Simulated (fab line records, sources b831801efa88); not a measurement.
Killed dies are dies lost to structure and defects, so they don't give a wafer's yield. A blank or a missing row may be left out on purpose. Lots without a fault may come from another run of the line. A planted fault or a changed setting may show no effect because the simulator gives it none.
Which tool did it? | flow gf180mcu | 13 lots, 39 wafers sampled, at 4 steps of a route of 602

WHAT THE GAUGES READ, wafer by wafer
GF_PSD_OVL_MEAS_08. Usual: PSD_OVL -0.4 nm, standard deviation 1.3.
lot  | measured     | on         | PSD_OVL (nm)   | flag
L221 | day 14 05:23 | overlay-01 | -1.4 0.8 -0.3  |
L222 | day 14 09:56 | overlay-01 | 0.6 -1.7 1.4   |
L223 | day 14 19:57 | overlay-01 | -0.2 2.4 0.2   |
L224 | day 15 00:59 | overlay-01 | 1.7 2.7 0.0    |
L226 | day 15 23:26 | overlay-02 | -1.2 -0.4 -2.1 |
L231 | day 17 23:06 | overlay-01 | 0.9 1.2 -0.1   |
L235 | day 19 05:55 | overlay-02 | -2.5 -0.9 -2.9 |
L236 | day 19 13:05 | overlay-02 | -1.9 -0.8 -2.5 |
L237 | day 19 20:23 | overlay-02 | 0.2 -1.3 -1.2  |
L239 | day 20 14:33 | overlay-02 | 0.2 2.3 -0.3   |
L240 | day 20 23:36 | overlay-02 | -0.6 -1.9 -3.1 |
L241 | day 21 09:15 | overlay-01 | 0.8 1.2 0.0    |
L243 | day 21 18:47 | overlay-01 | -1.1 -1.9 1.2  |

GF_SALICIDE_RS_MEAS_04: measures by four-point-probe. Usual: SALICIDE_TIN_RS 16.46 ohm/sq, standard deviation 0.25.
lot  | measured     | on            | SALICIDE_TIN_RS (ohm/sq) | flag
L221 | day 15 03:02 | film_metro-03 | 16.15 15.98 16.54        |
L222 | day 15 08:04 | film_metro-03 | 16.14 16.42 16.22        |
L223 | day 15 18:29 | film_metro-03 | 16.17 16.50 16.10        |
L224 | day 15 23:11 | film_metro-02 | 16.15 16.44 16.65        |
L226 | day 16 23:55 | film_metro-03 | 16.53 16.50 16.52        |
L231 | day 19 00:29 | film_metro-02 | 18.68 16.73 18.78        | OFF
L235 | day 20 07:29 | film_metro-02 | 16.74 16.79 16.87        |
L236 | day 20 14:41 | film_metro-02 | 16.55 16.55 16.52        |
L237 | day 20 21:52 | film_metro-04 | 16.57 16.70 16.55        |
L239 | day 21 15:29 | film_metro-03 | 16.41 16.38 16.11        |
L240 | day 22 00:22 | film_metro-02 | 16.13 16.18 16.13        |
L241 | day 22 10:38 | film_metro-02 | 15.87 16.05 15.88        |
L243 | day 22 18:36 | film_metro-04 | 16.38 16.14 16.48        |

WHICH TOOL RAN EACH LOT (tool, then ch and the chambers of the sampled wafers, then the start)
lot  | GF_SALICIDE_SPUTTER_02       | GF_SALICIDE_SPUTTER_03
L221 | pvd_sputter-02, day 15 02:59 | pvd_sputter-02, day 15 03:01
L222 | pvd_sputter-01, day 15 08:01 | pvd_sputter-01, day 15 08:02
L223 | pvd_sputter-03, day 15 18:25 | pvd_sputter-03, day 15 18:27
L224 | pvd_sputter-02, day 15 23:08 | pvd_sputter-02, day 15 23:10
L226 | pvd_sputter-02, day 16 23:52 | pvd_sputter-02, day 16 23:54
L231 | pvd_sputter-03, day 19 00:25 | pvd_sputter-03, day 19 00:26
L235 | pvd_sputter-02, day 20 07:22 | pvd_sputter-02, day 20 07:24
L236 | pvd_sputter-01, day 20 14:37 | pvd_sputter-01, day 20 14:38
L237 | pvd_sputter-02, day 20 21:49 | pvd_sputter-02, day 20 21:50
L239 | pvd_sputter-01, day 21 15:25 | pvd_sputter-01, day 21 15:26
L240 | pvd_sputter-02, day 22 00:16 | pvd_sputter-02, day 22 00:17
L241 | pvd_sputter-03, day 22 10:34 | pvd_sputter-03, day 22 10:35
L243 | pvd_sputter-02, day 22 18:32 | pvd_sputter-02, day 22 18:34
- GF_SALICIDE_SPUTTER_02: material Co, target thk 10 nm, time 20 s.
- GF_SALICIDE_SPUTTER_03: material TiN, target thk 20 nm, time 16.7 s.

WHAT THE TOOLS THEMSELVES READ (means of the sampled wafers that have a number; where no wafer has one, the mark that the record gives instead)
GF_SALICIDE_SPUTTER_02. Usual: throttle_valve_pct 29.8 %, standard deviation 0.73.
lot  | tool           | throttle_valve_pct (%) | flag
L221 | pvd_sputter-02 | 29.8                   |
L222 | pvd_sputter-01 | 29.3                   |
L223 | pvd_sputter-03 | 29.4                   |
L224 | pvd_sputter-02 | 29.5                   |
L226 | pvd_sputter-02 | 29.8                   |
L231 | pvd_sputter-03 | 30.1                   |
L235 | pvd_sputter-02 | 29.7                   |
L236 | pvd_sputter-01 | 30.2                   |
L237 | pvd_sputter-02 | 29.6                   |
L239 | pvd_sputter-01 | 29.6                   |
L240 | pvd_sputter-02 | 30.1                   |
L241 | pvd_sputter-03 | 29.9                   |
L243 | pvd_sputter-02 | 30.4                   |

GF_SALICIDE_SPUTTER_03. Usual: throttle_valve_pct 29.8 %, standard deviation 0.72.
lot  | tool           | throttle_valve_pct (%) | flag
L221 | pvd_sputter-02 | 29.7                   |
L222 | pvd_sputter-01 | 29.4                   |
L223 | pvd_sputter-03 | 29.5                   |
L224 | pvd_sputter-02 | 29.5                   |
L226 | pvd_sputter-02 | 29.7                   |
L231 | pvd_sputter-03 | 30.4                   |
L235 | pvd_sputter-02 | 29.7                   |
L236 | pvd_sputter-01 | 30.2                   |
L237 | pvd_sputter-02 | 29.6                   |
L239 | pvd_sputter-01 | 29.5                   |
L240 | pvd_sputter-02 | 30.1                   |
L241 | pvd_sputter-03 | 29.8                   |
L243 | pvd_sputter-02 | 30.3                   |

THE ANSWER, worked out from the rows above alone
Rule: a lot is off if the mean of its wafers that have a number lies more than 3 standard deviations from the usual mean. A lot without any number at a reading at which 4 lots or more have one is off too. The other lots that the step has rows for count as sound. The gauges are gone through in route order, then the tools' own readings, and for those a lot's mean is taken as printed above. The first step at which some lot is off is used, and at that step the reading that is off furthest; a lot without a number counts as furthest.
Off: L231, at GF_SALICIDE_RS_MEAS_04 (SALICIDE_TIN_RS).
A tool fits if, at a process step before that reading, it ran every lot that is off, and no sound lot after the first of them. The gauges at GF_SALICIDE_RS_MEAS_04 are tried like those tools. None of those tried fits.

WHAT THE SIMULATOR HAD PUT IN
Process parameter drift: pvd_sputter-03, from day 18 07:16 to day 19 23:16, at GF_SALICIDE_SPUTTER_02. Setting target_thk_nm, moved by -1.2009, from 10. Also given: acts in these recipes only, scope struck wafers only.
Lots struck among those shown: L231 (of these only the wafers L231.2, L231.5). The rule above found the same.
